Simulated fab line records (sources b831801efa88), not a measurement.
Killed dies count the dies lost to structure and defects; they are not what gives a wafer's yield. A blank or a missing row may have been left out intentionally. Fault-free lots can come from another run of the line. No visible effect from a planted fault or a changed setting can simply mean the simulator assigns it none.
Problem report, 8D (eight disciplines) form, completed by code	flow sky130	the parts of the form that need people (team, actions taken, sign-off) are left out

== 1. THE ISSUE ==
Mean of cdNm at SKY_VT_ADJUST_HVTR_CD_MEAS_07: 414.9 nm across 6 wafers in 2 lots; on wafers with no fault it is 380.8 nm (standard deviation 2.5). Measured from the usual mean, that is +14 standard deviations.
The step: target cd 380 nm.
The first sign was on wafer L608.1 at day 13 19:29, on cdSem-02. Wafers with a number at this step in the record: 42, from 14 lots. Rule for "out" (also "out of limits"): further than 4 standard deviations from the usual mean. Any other wafer with a number is counted as sound.

== 2. WHAT IT IS AND WHAT IT IS NOT ==
question	is	is not
which readings at this step	cdNm	-
which lots	L608, L612	L595, L596, L599, L600, L601, L603, L605, L606, L607, L609, L611, L615
which wafers of those lots	all that have a number	-
read on which gauges	cdSem-01, cdSem-02	-
when	from day 13 19:29	up to then (27 sound wafers); but 9 sound wafers of L609, L611, L615 came after

== 3. THE SUSPECTS, EACH WITH WHAT RULES IT OUT ==
Counting: a tool at a process step up to the reading stays a suspect if it ran every lot that is out and no sound lot after the first of them.
- the gauge at SKY_VT_ADJUST_HVTR_CD_MEAS_07 is ruled out. The wafers that are out were read on 2 gauges (cdSem-01, cdSem-02).
- plasmaAsher-04 at SKY_NWELL_STRIP_25 (strips in O2/N2): ruled out as a lasting fault. After its first lot that is out, L608 (day 8 20:37), sound lots L609, L611 ran on it.
- lithoTrack-03 at SKY_VT_ADJUST_HVTR_DEVELOP_06 (develop time 60 s): kept. All lots that are out passed through it, beginning with L608 at day 13 19:20, and no sound lot followed; its final sound lot before that point was L607 at day 13 11:08.
After counting, what remains is lithoTrack-03 at SKY_VT_ADJUST_HVTR_DEVELOP_06.

== 4. THE CAUSE (what the simulator had put in) ==
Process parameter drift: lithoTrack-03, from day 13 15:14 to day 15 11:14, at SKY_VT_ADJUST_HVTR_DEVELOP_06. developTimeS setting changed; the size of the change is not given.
The count eliminated every tool but this one.

== 5. THE EFFECT CHAIN, in route order ==
Each row: a reading where the mean over the struck wafers with a number is more than 3 standard deviations away from the usual. Readings are gone through only where the record gives a usual standard deviation; hours: the median, over the lots, of the time from a lot's start at the first step in this table giving one to that lot's start at this step; sigmas: the change measured in usual standard deviations.
hours	step	reading	usual	on struck wafers	change	sigmas
0	SKY_VT_ADJUST_HVTR_CD_MEAS_07	cdNm	380.8 nm	414.9	+34.1	+14

== 6. HOW IT WOULD HAVE BEEN CAUGHT EARLIER ==
In this record the first reading out of limits at a measuring or inspecting step was taken at day 13 19:29, 4 hours after the fault began at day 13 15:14.
No tool reading at SKY_VT_ADJUST_HVTR_DEVELOP_06 that has a usual standard deviation in the record was out on any struck wafer, so an alarm limit of 4 standard deviations on those readings would not have fired.
L612, from the lots that are out (2), started SKY_VT_ADJUST_HVTR_DEVELOP_06 on lithoTrack-03 later than day 13 19:29. Holding the tool at that time would have saved it.
